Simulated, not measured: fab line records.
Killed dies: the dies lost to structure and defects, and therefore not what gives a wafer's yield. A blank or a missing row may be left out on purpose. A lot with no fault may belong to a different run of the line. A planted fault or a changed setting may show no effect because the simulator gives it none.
Lot-split experiment -- flow sfqLine -- on a route of 325 steps: 5 lots, 27 wafers read

== THE SPLIT ==
At SFQ_TRILAYER_M7_ETCH_METAL_ETCH_180 (etches Nb in Cl2/Ar, stops on SiO2, target depth 240 nm, time 120 s), the setting timeS was moved away from the recipe's 120 s on 9 of the 27 wafers read, by -59.5% to -17.2%. For the rest of the wafers, this setting stayed at what the recipe calls for.

Reading taken at the split's own step.

== THE READING ==
oesProductAu, in a.u., at SFQ_TRILAYER_M7_ETCH_METAL_ETCH_180 (etches Nb in Cl2/Ar, stops on SiO2, target depth 240 nm, time 120 s). A value of 0.895 a.u. with a standard deviation of 0.0063 a.u. is what fault-free wafers of this fab line usually give.

wafer,"tool, chamber at the split","timeS as run, s",against the recipe,"oesProductAu, a.u.",against lot-mates on the recipe
L077.1,"rieMetal-03, 1",120,recipe,0.888,-
L077.2,"rieMetal-03, 0",120,recipe,0.897,-
L077.3,"rieMetal-03, 0",120,recipe,0.878,-
L078.1,"rieMetal-02, 0",67.43,-43.8%,1.005,+0.108
L078.2,"rieMetal-02, 1",120,recipe,0.898,-
L078.3,"rieMetal-02, 1",67.43,-43.8%,0.986,+0.089
L078.4,"rieMetal-02, 0",67.43,-43.8%,1.003,+0.106
L078.5,"rieMetal-02, 1",120,recipe,0.892,-
L078.6,"rieMetal-02, 0",120,recipe,0.902,-
L079.1,"rieMetal-03, 1",120,recipe,0.903,-
L079.2,"rieMetal-03, 0",99.3,-17.2%,0.994,+0.089
L079.3,"rieMetal-03, 0",99.3,-17.2%,0.984,+0.079
L079.4,"rieMetal-03, 1",120,recipe,0.909,-
L079.5,"rieMetal-03, 0",120,recipe,0.902,-
L079.6,"rieMetal-03, 1",99.3,-17.2%,0.995,+0.090
L081.1,"rieMetal-01, 1",120,recipe,0.886,-
L081.2,"rieMetal-01, 0",120,recipe,0.892,-
L081.3,"rieMetal-01, 1",120,recipe,0.896,-
L081.4,"rieMetal-01, 0",120,recipe,0.896,-
L081.5,"rieMetal-01, 0",120,recipe,0.896,-
L081.6,"rieMetal-01, 1",120,recipe,0.900,-
L082.1,"rieMetal-03, 0",120,recipe,0.911,-
L082.2,"rieMetal-03, 1",48.58,-59.5%,1.001,+0.097
L082.3,"rieMetal-03, 1",48.58,-59.5%,0.992,+0.088
L082.4,"rieMetal-03, 0",48.58,-59.5%,1.000,+0.096
L082.5,"rieMetal-03, 0",120,recipe,0.896,-
L082.6,"rieMetal-03, 1",120,recipe,0.906,-

FIT RESULTS
A straight line over all 27 wafers: oesProductAu changes by -0.00195 a.u. for each +1% of timeS; r = -0.89; the points scatter about the line by 0.022 a.u.
The same after taking each lot's own level away (the mean of its wafers on the recipe; 27 wafers): -0.00186 a.u. for each +1%; r = -0.90; scatter 0.021 a.u.
According to that fit, moving timeS by its largest amount changes the reading by 0.11 a.u.
The lots' own levels span 0.8877 to 0.9047 a.u., that is 2.7 times the standard deviation above.
So the lot-to-lot level changes the slope little: the two slopes agree.
Check: with one of the wafers moved furthest among these (-59.5%) left out of the fit, the line predicts +0.122 a.u. for it against its lot-mates. It came out at +0.0967 a.u. against them.
Tool readings at the split's step, against how far the setting was moved: oesProductAu r = -0.89.

== THE WHOLE CHAIN: every reading that the file lists as answering this split, in the file's order ==
step,what it does,reading,change (the file's fit),r (the file's)
SFQ_TRILAYER_M7_ETCH_METAL_ETCH_180,"etches Nb in Cl2/Ar, stops on SiO2, target depth 240 nm, time 120 s",oesProductAu,-0.00199 a.u. for each +1% of the setting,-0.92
SFQ_TRILAYER_M7_ETCH_METAL_ETCH_180,"etches Nb in Cl2/Ar, stops on SiO2, target depth 240 nm, time 120 s","M7.featureDepthNm (the simulator's own value, which no gauge read)",+1.59 nm for each +1% of the setting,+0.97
SFQ_TRILAYER_M7_ETCH_METAL_ETCH_180,"etches Nb in Cl2/Ar, stops on SiO2, target depth 240 nm, time 120 s","KrF_of_TRILAYER_M7_LITHO_COAT_177.thkNm (the simulator's own value, which no gauge read)",-1.4 nm for each +1% of the setting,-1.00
SFQ_TRILAYER_M7_ETCH_METAL_ETCH_180,"etches Nb in Cl2/Ar, stops on SiO2, target depth 240 nm, time 120 s","etch.depthNm (the simulator's own value, which no gauge read)",+1.57 nm for each +1% of the setting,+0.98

== THE FILE'S OWN FIT ==
oesProductAu changes by -0.00199 a.u. for each +1% of timeS, r = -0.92.
